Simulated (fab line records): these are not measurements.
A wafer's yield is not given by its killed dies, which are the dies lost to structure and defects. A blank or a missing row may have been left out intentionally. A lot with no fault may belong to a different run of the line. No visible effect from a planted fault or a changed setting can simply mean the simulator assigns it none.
A lot that was struck, set against a sound lot || flow gf180mcu || 16 steps out of a route of 602
Sound: these wafers, L107.1, L107.2, L107.4. Wafers L115.1, L115.3, L115.4 were the ones struck. At the end, the cause is stated.
Each step with rows lists, per side, the tool, then ch with its chambers, then its first start. Under that, the readings that differ: sound wafers || struck wafers || difference of the means || sigmas: that difference in standard deviations of wafers without a fault.
alike: words and numbers the same on both sides, and readings whose means are apart by under 2 such deviations; not compared: readings that were withheld, readings missing a value for some wafer, numbers with overlapping values and no deviation given by the record, and bounds like >300 which may hide the same value.
The two part at a step that has a row with sigmas, a row that says differs or no value, or rows on one side only. When numbers do not overlap yet have no deviation, they are printed without sigmas and do not part them. A reading missing from all wafers of one side parts the sides only when that side holds two or more wafers.

first, 3 steps without rows for these wafers: GF_V3_EXPOSE_11 (exposes mask Via3, target cd 260 nm); GF_V3_PEB_12 (peb time 90 s); GF_V3_DEVELOP_13 (develop time 60 s).
GF_V3_CD_MEAS_14: target cd 260 nm.
  sound on cd_sem-02 at day 22 14:55; struck on cd_sem-01 at day 25 12:38
  alike: cd_nm
GF_V3_OVL_MEAS_15:
  sound on overlay-01 at day 22 15:02; struck on overlay-02 at day 25 12:46
  alike: V3_OVL
GF_V3_ETCH_16: etches BARC in N2/H2.
  sound on rie_diel-01 ch 1,2,3, day 22 15:04; struck on rie_diel-01 ch 0,1,2, day 25 12:47
  alike: drypump_motor_current_A, oes_product_au, throttle_valve_pct
GF_V3_ETCH_17: etches SiO2 in C4F8/O2/Ar, stops on TiN, target depth 635 nm.
  sound: rie_diel-01 ch 1,2,3; struck: rie_diel-01 ch 0,1,2
  alike: oes_product_au
GF_V3_STRIP_18: strips in O2/N2.
  sound on plasma_asher-04 ch 0,1, day 22 15:11; struck on plasma_asher-01 ch 0,1, day 25 12:55
  alike: drypump_motor_current_A, heater_power_w, oes_product_au
  not compared: rf_hours_counter_h
then, 2 steps without rows for these wafers: GF_V3_STRIP_19 (strips in post etch residue remover, time 1200 s); GF_V3_CLEAN_20 (cleans in DIW).
GF_V3_SPUTTER_21: material Ti, target thk 15 nm, time 80.02 s.
  sound on pvd_sputter-04 at day 22 16:04; struck on pvd_sputter-01 at day 25 13:28
  alike: throttle_valve_pct
GF_V3_SPUTTER_22: material TiN, target thk 10 nm, time 40 s.
  sound on pvd_sputter-04 at day 22 16:08; struck on pvd_sputter-01 at day 25 13:31
  alike: throttle_valve_pct
GF_V3_CVD_23: deposits W, target thk 350 nm, time 104.9 s.
  sound on cvd_w-01 ch 0,1, day 22 16:10; struck on cvd_w-02 ch 0,1, day 25 13:34
  no value came back on the struck wafers for chamber_pressure_Torr (Torr), heater_power_outer_w (W), heater_power_w (W); on the sound wafers chamber_pressure_Torr (Torr) reads 39.97 40.14 40.07
GF_V3_RS_MEAS_24: measures by four-point-probe.
  sound on film_metro-04 at day 22 16:17; struck on film_metro-04 at day 25 13:41
{"reading": "V3_W_RS (ohm/sq)", "sound": "0.329 0.334 0.338", "struck": "43.309 44.650 45.340", "difference": "+44.099", "sigmas": "+99 or more"}
GF_V3_THK_MEAS_25: measures by xrf.
  sound on film_metro-04 at day 22 16:24; struck on film_metro-04 at day 25 13:48
{"reading": "V3_W_THK (nm)", "sound": "334 328 322", "struck": "<0 <0 <0", "difference": "differs", "sigmas": ""}
GF_V3_CMP_26: polishes, stops on SiO2, t overpolish 15 s, target thk 0 nm.
  sound on cmp-01 ch 0,2,3, day 22 16:28; struck on cmp-01 ch 1,2,3, day 25 13:52
{"reading": "time_to_endpoint_s (s)", "sound": "84 86 80", "struck": "1 3 3", "difference": -81, "sigmas": -21}
  alike: motor_current_A

WHERE THEY PART
First at GF_V3_CVD_23; last, within this record, at GF_V3_CMP_26.

WHY: what the simulator had put in
Skipped step whole: cvd_w-02, from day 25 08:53 on, at GF_V3_CVD_23. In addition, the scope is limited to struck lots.
